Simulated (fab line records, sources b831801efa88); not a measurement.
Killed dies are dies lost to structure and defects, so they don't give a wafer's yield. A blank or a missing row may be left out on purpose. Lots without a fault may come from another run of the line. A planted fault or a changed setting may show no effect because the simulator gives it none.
Which tool did it? | flow gf180mcu | 12 lots, 36 wafers sampled, at 5 steps of a route of 602

WHAT THE GAUGES READ, wafer by wafer
GF_V3_CD_MEAS_14: target cd 260 nm.
lot  | measured     | on        | cd_nm (nm)
L208 | day 22 23:06 | cd_sem-01 | 257.0 258.3 259.5
L209 | day 23 03:10 | cd_sem-02 | 258.7 259.2 260.0
L212 | day 24 09:02 | cd_sem-01 | 259.8 259.5 260.4
L214 | day 24 23:40 | cd_sem-01 | 261.6 262.1 262.3
L216 | day 25 11:01 | cd_sem-02 | 259.7 261.0 260.1
L217 | day 26 02:55 | cd_sem-01 | 257.2 259.2 258.7
L220 | day 27 03:11 | cd_sem-01 | 260.5 260.9 261.0
L222 | day 27 20:14 | cd_sem-02 | 261.8 260.8 262.0
L223 | day 28 01:47 | cd_sem-02 | 258.9 259.2 258.8
L227 | day 29 02:13 | cd_sem-01 | 259.4 259.5 259.4
L229 | day 29 14:57 | cd_sem-02 | 260.5 261.0 260.7
L230 | day 29 22:04 | cd_sem-01 | 259.9 261.0 260.6

GF_V4_THK_MEAS_01.
lot  | measured     | on            | V4_CVD_00_THK (nm)
L208 | day 24 00:04 | film_metro-04 | 594 614 595
L209 | day 24 04:28 | film_metro-01 | 601 611 604
L212 | day 25 09:16 | film_metro-01 | 608 595 599
L214 | day 25 23:23 | film_metro-04 | 606 603 594
L216 | day 26 10:48 | film_metro-01 | 603 608 596
L217 | day 27 02:29 | film_metro-04 | 607 603 603
L220 | day 28 02:02 | film_metro-02 | 600 610 608
L222 | day 28 18:04 | film_metro-02 | 596 599 287
L223 | day 29 00:04 | film_metro-04 | 611 298 593
L227 | day 29 23:39 | film_metro-04 | 599 609 599
L229 | day 30 12:03 | film_metro-01 | 608 611 605
L230 | day 30 18:50 | film_metro-01 | 601 602 603

WHICH TOOL RAN EACH LOT (tool, then ch and the chambers of the sampled wafers, then the start)
lot  | GF_V3_ETCH_16                      | GF_M4_SPUTTER_02             | GF_V4_CVD_00
L208 | rie_diel-04 ch 1,2,3, day 22 23:16 | pvd_sputter-02, day 23 00:44 | hdpcvd-02 ch 0,1,2, day 23 23:59
L209 | rie_diel-03 ch 1,2, day 23 03:19   | pvd_sputter-02, day 23 04:48 | hdpcvd-01 ch 1,2, day 24 04:21
L212 | rie_diel-04 ch 0,2,3, day 24 09:11 | pvd_sputter-02, day 24 10:49 | hdpcvd-02 ch 0,2, day 25 09:11
L214 | rie_diel-01 ch 1,2,3, day 24 23:47 | pvd_sputter-01, day 25 01:27 | hdpcvd-01 ch 0,1,2, day 25 23:18
L216 | rie_diel-03 ch 0,1,3, day 25 11:11 | pvd_sputter-03, day 25 12:40 | hdpcvd-02 ch 1,2, day 26 10:44
L217 | rie_diel-04 ch 0,2, day 26 03:04   | pvd_sputter-01, day 26 04:34 | hdpcvd-01 ch 0,2, day 27 02:25
L220 | rie_diel-01 ch 0,1,2, day 27 03:19 | pvd_sputter-01, day 27 05:13 | hdpcvd-01 ch 0,1, day 28 01:56
L222 | rie_diel-04 ch 0,1,3, day 27 20:19 | pvd_sputter-02, day 27 21:49 | hdpcvd-01 ch 0,1,2, day 28 18:01
L223 | rie_diel-03 ch 0,1,2, day 28 01:55 | pvd_sputter-01, day 28 03:28 | hdpcvd-01 ch 0,1,2, day 28 23:58
L227 | rie_diel-01 ch 0,1,2, day 29 02:22 | pvd_sputter-03, day 29 03:50 | hdpcvd-02 ch 0,2, day 29 23:34
L229 | rie_diel-04 ch 2,3, day 29 15:07   | pvd_sputter-01, day 29 16:40 | hdpcvd-02 ch 0,1,2, day 30 11:59
L230 | rie_diel-03 ch 0,2,3, day 29 22:13 | pvd_sputter-03, day 29 23:42 | hdpcvd-02 ch 0,1, day 30 18:45
- GF_V3_ETCH_16: etches BARC in N2/H2.
- GF_M4_SPUTTER_02: material AlCu, target thk 450 nm, time 23.9 s.
- GF_V4_CVD_00: deposits SiO2, target thk 600 nm, time 100 s.

WHAT THE TOOLS THEMSELVES READ (means of the sampled wafers that have a number; where no wafer has one, the mark that the record gives instead)
GF_V3_ETCH_16.
lot  | tool        | drypump_motor_current_A (A) | oes_product_au (a.u.) | rf_fwd_power_W (W) | throttle_valve_pct (%)
L208 | rie_diel-04 | 5.2                         | 0.853                 | 497.3              | 13.228
L209 | rie_diel-03 | 5.8                         | 0.856                 | 496.2              | 13.228
L212 | rie_diel-04 | 4.9                         | 0.853                 | 494.1              | 13.227
L214 | rie_diel-01 | 5.3                         | 0.853                 | 494.6              | 13.228
L216 | rie_diel-03 | 5.9                         | 0.850                 | 492.9              | 13.224
L217 | rie_diel-04 | 4.7                         | 0.858                 | 494.8              | 13.227
L220 | rie_diel-01 | 5.4                         | 0.850                 | 494.6              | 13.220
L222 | rie_diel-04 | 5.3                         | 0.856                 | 492.3              | 13.220
L223 | rie_diel-03 | 6.0                         | 0.849                 | 494.5              | 13.223
L227 | rie_diel-01 | 5.4                         | 0.850                 | 495.7              | 13.222
L229 | rie_diel-04 | 5.0                         | 0.858                 | 495.8              | 13.227
L230 | rie_diel-03 | 5.9                         | 0.856                 | 494.2              | 13.231

GF_M4_SPUTTER_02.
lot  | tool           | cathode_dc_power_W (W) | chamber_pressure_pa (Pa) | throttle_valve_pct (%)
L208 | pvd_sputter-02 | 10599                  | 0.3997                   | 30.3
L209 | pvd_sputter-02 | 10600                  | 0.4004                   | 30.2
L212 | pvd_sputter-02 | 10598                  | 0.4002                   | 30.3
L214 | pvd_sputter-01 | 10600                  | 0.4002                   | 30.2
L216 | pvd_sputter-03 | 10602                  | 0.3996                   | 30.5
L217 | pvd_sputter-01 | 10600                  | 0.4001                   | 30.4
L220 | pvd_sputter-01 | 10600                  | 0.3995                   | 29.9
L222 | pvd_sputter-02 | 10600                  | 0.4000                   | 30.1
L223 | pvd_sputter-01 | 10600                  | 0.3988                   | 29.5
L227 | pvd_sputter-03 | 10601                  | 0.3996                   | 29.7
L229 | pvd_sputter-01 | 10601                  | 0.3999                   | 29.3
L230 | pvd_sputter-03 | 10601                  | 0.4004                   | 29.4

GF_V4_CVD_00.
lot  | tool      | sih4_flow_sccm (sccm)
L208 | hdpcvd-02 | 60.11
L209 | hdpcvd-01 | 59.99
L212 | hdpcvd-02 | 60.02
L214 | hdpcvd-01 | 60.11
L216 | hdpcvd-02 | 60.00
L217 | hdpcvd-01 | 59.93
L220 | hdpcvd-01 | 60.02
L222 | hdpcvd-01 | 49.90
L223 | hdpcvd-01 | 50.05
L227 | hdpcvd-02 | 59.96
L229 | hdpcvd-02 | 60.06
L230 | hdpcvd-02 | 59.93

THE ANSWER, worked out from the rows above alone
Rule: what is usual is taken from the lots themselves. Put in order of their means at a reading, lots are off if they are a third of the lots or fewer, leave a main group of 4 or more, and stand apart from it by a gap of 3 or more times the standard deviation of the main group's means; of several such gaps the widest counts. A main group whose means are all the same, to the digits that the tables above print for the reading, isn't used. A lot without any number at a reading at which 4 lots or more have one is off too. The other lots that the step has rows for count as sound. The gauges are gone through in route order, then the tools' own readings, and for those a lot's mean is taken as printed above. The first step at which some lot is off is used, and at that step the reading that is off furthest; a lot without a number counts as furthest.
Off: L222, L223, at GF_V4_THK_MEAS_01 (V4_CVD_00_THK). The main group: mean 603 nm, standard deviation 2.4.
A tool fits if, at a process step before that reading, it ran every lot that is off, and no sound lot after the first of them. The gauges at GF_V4_THK_MEAS_01 aren't tried: what is off there is off at GF_V4_CVD_00 too, on other tools, and a gauge's error can't cause that. One fits: hdpcvd-01 at GF_V4_CVD_00. Its last sound lot is L220 (day 28 01:56), its first lot that is off L222 (day 28 18:01): a fault that began between those two fits.
The tool's own readings at GF_V4_CVD_00 bear it out: on the lots that are off they differ by more than 5 times the standard deviation of the sound lots' means. sih4_flow_sccm reads 49.97 sccm there against 60.01 sccm on the sound lots.

WHAT THE SIMULATOR HAD PUT IN
Process parameter drift: hdpcvd-01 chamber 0, from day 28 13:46 on, at GF_V4_CVD_00. Setting sih4_flow_sccm, moved by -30, from 60. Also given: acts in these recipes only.
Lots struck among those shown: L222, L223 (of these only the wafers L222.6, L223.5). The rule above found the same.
